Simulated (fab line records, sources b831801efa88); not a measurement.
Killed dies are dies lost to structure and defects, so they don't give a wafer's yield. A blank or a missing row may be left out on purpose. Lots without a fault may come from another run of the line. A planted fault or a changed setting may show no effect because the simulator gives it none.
Which tool did it? | flow sky130 | 12 lots, 36 wafers sampled, at 5 steps of a route of 708

WHAT THE GAUGES READ, wafer by wafer
SKY_SD_N_OVL_MEAS_08.
lot  | measured     | on         | SD_N_OVL (nm)
L475 | day 27 15:46 | overlay-02 | 0.3 0.3 0.2
L476 | day 27 20:21 | overlay-01 | 1.5 0.1 1.8
L478 | day 28 18:13 | overlay-02 | -1.0 -0.6 -1.4
L479 | day 29 13:15 | overlay-01 | 1.1 0.9 2.0
L483 | day 30 14:43 | overlay-02 | -1.2 0.5 -0.1
L484 | day 31 01:39 | overlay-01 | 0.2 2.5 1.6
L488 | day 32 05:49 | overlay-01 | -0.8 0.0 0.0
L490 | day 32 18:37 | overlay-02 | -1.1 0.0 -2.3
L492 | day 33 17:37 | overlay-02 | -1.5 -1.0 -0.2
L493 | day 34 13:17 | overlay-01 | 0.5 0.6 1.7
L495 | day 34 17:44 | overlay-01 | 0.4 0.4 0.3
L497 | day 34 20:55 | overlay-02 | -0.3 -1.3 -0.1

SKY_LI_CONTACT_OVL_MEAS_13.
lot  | measured     | on         | LI_CONTACT_OVL (nm)
L475 | day 28 22:33 | overlay-01 | -8 -8 -8
L476 | day 29 02:48 | overlay-01 | -1 -7 -6
L478 | day 30 00:21 | overlay-02 | 9 7 10
L479 | day 30 18:31 | overlay-02 | 5 -5 -6
L483 | day 31 16:46 | overlay-02 | -7 -4 -3
L484 | day 32 06:03 | overlay-01 | -12 -10 -10
L488 | day 33 10:18 | overlay-01 | 2 -4 -6
L490 | day 33 23:37 | overlay-02 | -10 -12 -11
L492 | day 34 20:58 | overlay-01 | 1 -4 3
L493 | day 35 16:37 | overlay-01 | 3 9 1
L495 | day 35 20:55 | overlay-02 | -10 -15 -7
L497 | day 36 01:12 | overlay-02 | -6 -3 -8

SKY_LOCAL_INTERCONNECT_CD_MEAS_11: target cd 170 nm.
lot  | measured     | on        | cd_nm (nm)
L475 | day 30 04:00 | cd_sem-01 | 171.6 171.3 172.2
L476 | day 30 08:11 | cd_sem-01 | 168.6 168.3 168.3
L478 | day 31 07:23 | cd_sem-02 | 172.3 174.3 174.0
L479 | day 31 22:24 | cd_sem-02 | 168.2 168.0 168.9
L483 | day 32 20:38 | cd_sem-02 | 173.4 172.6 151.3
L484 | day 33 09:50 | cd_sem-02 | 169.1 170.1 149.0
L488 | day 34 14:27 | cd_sem-02 | 169.9 170.7 170.2
L490 | day 35 02:24 | cd_sem-01 | 170.7 171.2 170.1
L492 | day 36 00:05 | cd_sem-02 | 168.7 169.1 168.0
L493 | day 36 20:22 | cd_sem-01 | 168.5 168.6 169.0
L495 | day 37 00:16 | cd_sem-01 | 170.7 170.0 170.6
L497 | day 37 05:08 | cd_sem-02 | 169.6 170.9 169.3

WHICH TOOL RAN EACH LOT (tool, then ch and the chambers of the sampled wafers, then the start)
lot  | SKY_RES_XHIGH_STRIP_08               | SKY_LOCAL_INTERCONNECT_EXPOSE_08
L475 | plasma_asher-03 ch 0,1, day 26 10:18 | krf_scanner-01 ch 0, day 29 14:38
L476 | plasma_asher-03 ch 0,1, day 26 15:15 | krf_scanner-01 ch 0, day 29 18:51
L478 | plasma_asher-01 ch 0,1, day 27 13:44 | krf_scanner-02 ch 0, day 30 18:05
L479 | plasma_asher-01 ch 0,1, day 28 08:26 | krf_scanner-02 ch 0, day 31 09:30
L483 | plasma_asher-03 ch 0,1, day 29 10:41 | krf_scanner-01 ch 0, day 32 09:02
L484 | plasma_asher-03 ch 0,1, day 29 22:51 | krf_scanner-01 ch 0, day 32 19:54
L488 | plasma_asher-04 ch 0,1, day 31 03:12 | krf_scanner-02 ch 0, day 34 00:30
L490 | plasma_asher-03 ch 0,1, day 31 16:29 | krf_scanner-02 ch 0, day 34 15:29
L492 | plasma_asher-01 ch 0,1, day 32 15:13 | krf_scanner-02 ch 0, day 35 10:56
L493 | plasma_asher-03 ch 0,1, day 33 10:53 | krf_scanner-02 ch 0, day 36 06:31
L495 | plasma_asher-01 ch 1, day 33 15:36   | krf_scanner-01 ch 0, day 36 10:56
L497 | plasma_asher-01 ch 0,1, day 33 18:54 | krf_scanner-02 ch 0, day 36 16:37
- SKY_RES_XHIGH_STRIP_08: strips in O2/N2.
- SKY_LOCAL_INTERCONNECT_EXPOSE_08: exposes mask LI1M, target cd 170 nm.

WHAT THE TOOLS THEMSELVES READ (means of the sampled wafers that have a number; where no wafer has one, the mark that the record gives instead)
SKY_RES_XHIGH_STRIP_08.
lot  | tool            | drypump_motor_current_A (A) | oes_product_au (a.u.) | strip_time_to_endpoint_s (s)
L475 | plasma_asher-03 | 6.08                        | 0.710                 | 14.29
L476 | plasma_asher-03 | 6.10                        | 0.708                 | 14.28
L478 | plasma_asher-01 | 6.33                        | 0.713                 | 14.27
L479 | plasma_asher-01 | 6.35                        | 0.716                 | 14.31
L483 | plasma_asher-03 | 6.05                        | 0.710                 | 14.24
L484 | plasma_asher-03 | 6.00                        | 0.711                 | 14.29
L488 | plasma_asher-04 | 5.68                        | 0.710                 | 14.30
L490 | plasma_asher-03 | 6.00                        | 0.713                 | 14.31
L492 | plasma_asher-01 | 6.39                        | 0.711                 | 14.26
L493 | plasma_asher-03 | 6.09                        | 0.712                 | 14.24
L495 | plasma_asher-01 | 6.28                        | 0.713                 | 14.20
L497 | plasma_asher-01 | 6.35                        | 0.710                 | 14.24

SKY_LOCAL_INTERCONNECT_EXPOSE_08.
lot  | tool           | reticle_temp_C (C)
L475 | krf_scanner-01 | 22.85
L476 | krf_scanner-01 | 23.08
L478 | krf_scanner-02 | 23.06
L479 | krf_scanner-02 | 22.99
L483 | krf_scanner-01 | 23.07
L484 | krf_scanner-01 | 23.12
L488 | krf_scanner-02 | 23.11
L490 | krf_scanner-02 | 23.06
L492 | krf_scanner-02 | 22.90
L493 | krf_scanner-02 | 22.89
L495 | krf_scanner-01 | 23.06
L497 | krf_scanner-02 | 22.97

THE ANSWER, worked out from the rows above alone
Rule: what is usual is taken from the lots themselves. Put in order of their means at a reading, lots are off if they are a third of the lots or fewer, leave a main group of 4 or more, and stand apart from it by a gap of 3 or more times the standard deviation of the main group's means; of several such gaps the widest counts. A main group whose means are all the same, to the digits that the tables above print for the reading, isn't used. A lot without any number at a reading at which 4 lots or more have one is off too. The other lots that the step has rows for count as sound. The gauges are gone through in route order, then the tools' own readings, and for those a lot's mean is taken as printed above. The first step at which some lot is off is used, and at that step the reading that is off furthest; a lot without a number counts as furthest.
No lot is off at any reading shown: from this, nothing can be told.

WHAT THE SIMULATOR HAD PUT IN
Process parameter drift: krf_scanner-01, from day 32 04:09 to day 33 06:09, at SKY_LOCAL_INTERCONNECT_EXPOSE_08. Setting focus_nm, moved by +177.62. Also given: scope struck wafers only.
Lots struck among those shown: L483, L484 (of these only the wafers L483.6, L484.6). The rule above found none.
